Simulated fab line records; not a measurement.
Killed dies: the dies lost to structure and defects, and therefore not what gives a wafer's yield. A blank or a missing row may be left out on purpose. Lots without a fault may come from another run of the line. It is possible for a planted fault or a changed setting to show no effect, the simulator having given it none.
A struck lot beside a sound one -- flow sky130 -- 35 steps out of a route of 708
Sound: wafers L217.1, L217.4, L217.6. Struck: wafers L223.2, L223.3, L223.4. The cause is named last.
Each step with rows lists, per side, the tool, then ch with its chambers, then its first start. Under that, the readings that differ: sound wafers -- struck wafers -- difference of the means -- sigmas: that difference in standard deviations of wafers without a fault.
alike: readings whose means differ by less than 2 such deviations, and words and numbers that are the same on both sides. not compared: withheld readings, readings that some wafer has no value for, bounds like >300 that may hide the same value, and numbers for which the record gives no deviation and whose values overlap.
Wherever a step has rows on one side only, a row that says differs or no value, or a row with sigmas, the two part there. Non-overlapping numbers with no deviation appear without sigmas and do not part them. A reading missing from all wafers of one side parts the sides only when that side holds two or more wafers.

first, 10 steps without rows for these wafers: SKY_METAL2_SOFTBAKE_11 (time 90 s); SKY_METAL2_EXPOSE_12 (exposes mask MM2, target cd 140 nm); SKY_METAL2_PEB_13; SKY_METAL2_DEVELOP_14 (develop time 60 s); SKY_METAL2_DESCUM_17 (chemistry O2, time 8 s); SKY_METAL2_ETCH_18 (etches BARC in N2/H2, stops on SiO2, time 45.9 s, target depth 60 nm); SKY_METAL2_METAL_ETCH_19 (etches the open film in Cl2/BCl3, stops on SiO2, target depth 360 nm, time 78 s); SKY_METAL2_STRIP_20 (strips in O2/N2); SKY_METAL2_STRIP_21 (strips in post etch residue remover, time 1200 s); SKY_METAL2_CLEAN_22 (cleans in IPA, time 180 s).
SKY_METAL2_CLEAN_23: cleans in O3/DIW.
  sound on wetBench-03 ch 1, day 39 20:19; struck on wetBench-03 ch 2, day 41 13:36
then, 23 steps without rows for these wafers: SKY_VIA2_HDPCVD_00 (deposits SiO2, target thk 1180 nm, time 196.7 s); SKY_VIA2_CMP_02 (polishes SiO2); SKY_VIA2_DEHYDRATE_04 (time 60 s); SKY_VIA2_HMDS_05 (prime time 60 s); SKY_VIA2_COAT_06 (resist thk 60 nm); SKY_VIA2_COAT_07 (resist thk 450 nm); SKY_VIA2_SOFTBAKE_08 (time 90 s); SKY_VIA2_EXPOSE_09 (exposes mask VIM2, target cd 200 nm); SKY_VIA2_PEB_10; SKY_VIA2_DEVELOP_11 (develop time 60 s); SKY_VIA2_ETCH_14 (etches BARC in N2/H2, stops on SiO2, time 45.9 s, target depth 60 nm); SKY_VIA2_ETCH_15 (etches SiO2 in C4F8/O2/Ar, stops on TiN, target depth 546 nm, time 84 s); SKY_VIA2_STRIP_16 (strips in O2/N2); SKY_VIA2_STRIP_17 (strips in post etch residue remover, time 1200 s); SKY_VIA2_CLEAN_18 (cleans in IPA, time 180 s); SKY_VIA2_CLEAN_19 (cleans in O3/DIW); SKY_VIA2_SPUTTER_20 (material TiN, target thk 20 nm, time 80 s); SKY_VIA2_CVD_21 (deposits W, target thk 420 nm, time 126.4 s); SKY_VIA2_CMP_24 (polishes, stops on SiO2, t overpolish 20 s, target thk 0 nm); SKY_METAL3_SPUTTER_00 (material Ti, target thk 15 nm, time 10 s); SKY_METAL3_SPUTTER_01 (material TiN, target thk 20 nm, time 16.7 s); SKY_METAL3_SPUTTER_02 (material AlCu, target thk 735 nm, time 39.1 s); SKY_METAL3_SPUTTER_03 (material Ti, target thk 5 nm, time 3.3 s).
-- the record jumps here: 9 days lie between the struck wafers' starts before and after (it left off in module METAL3 and takes up again in module PAD_OPEN, whose first step shown is number 708 of the route) --
SKY_PAD_OPEN_PROBE_99:
  sound on prober-02 at day 49 11:19; struck on prober-02 at day 50 13:50
reading,sound,struck,difference,sigmas
defectLimitedYield (%),79.7 81.5 85.2,73.8 75.2 72.6,-8.3,-4
killed_at_M0_to_M3,57 43 42,93 83 90,+41,+6
killedDies,100 91 73,129 122 135,+41,+4
sort_bin_3_pad_short (%),0.4 0.4 0.6,4.1 5.1 4.7,+4.2,+10
sortNPass,392 401 419,363 370 357,-41,-4
sortYieldPct (%),79.7 81.5 85.2,73.8 75.2 72.6,-8.3,-4
model.etest.tester.sortNPass,392 401 419,363 370 357,-41,
model.etest.tester.sortYieldPct (%),79.67 81.5 85.16,73.78 75.2 72.56,-8.26,
model.etest.tester.sort_bin_3_pct (%),0.4065 0.4065 0.6098,4.065 5.081 4.675,+4.133,
  alike: killed_at_M4_up, killedAtContacts, killedAtFrontEnd, killedAtOther, killedOpen, killedShort, sort_bin_5_function, sort_bin_6_memory
  not compared: model.etest.tester.sort_bin_5_pct

== WHERE THEY PART ==
Only at SKY_PAD_OPEN_PROBE_99, as far as this record shows.

WHY: the cause the simulator had injected
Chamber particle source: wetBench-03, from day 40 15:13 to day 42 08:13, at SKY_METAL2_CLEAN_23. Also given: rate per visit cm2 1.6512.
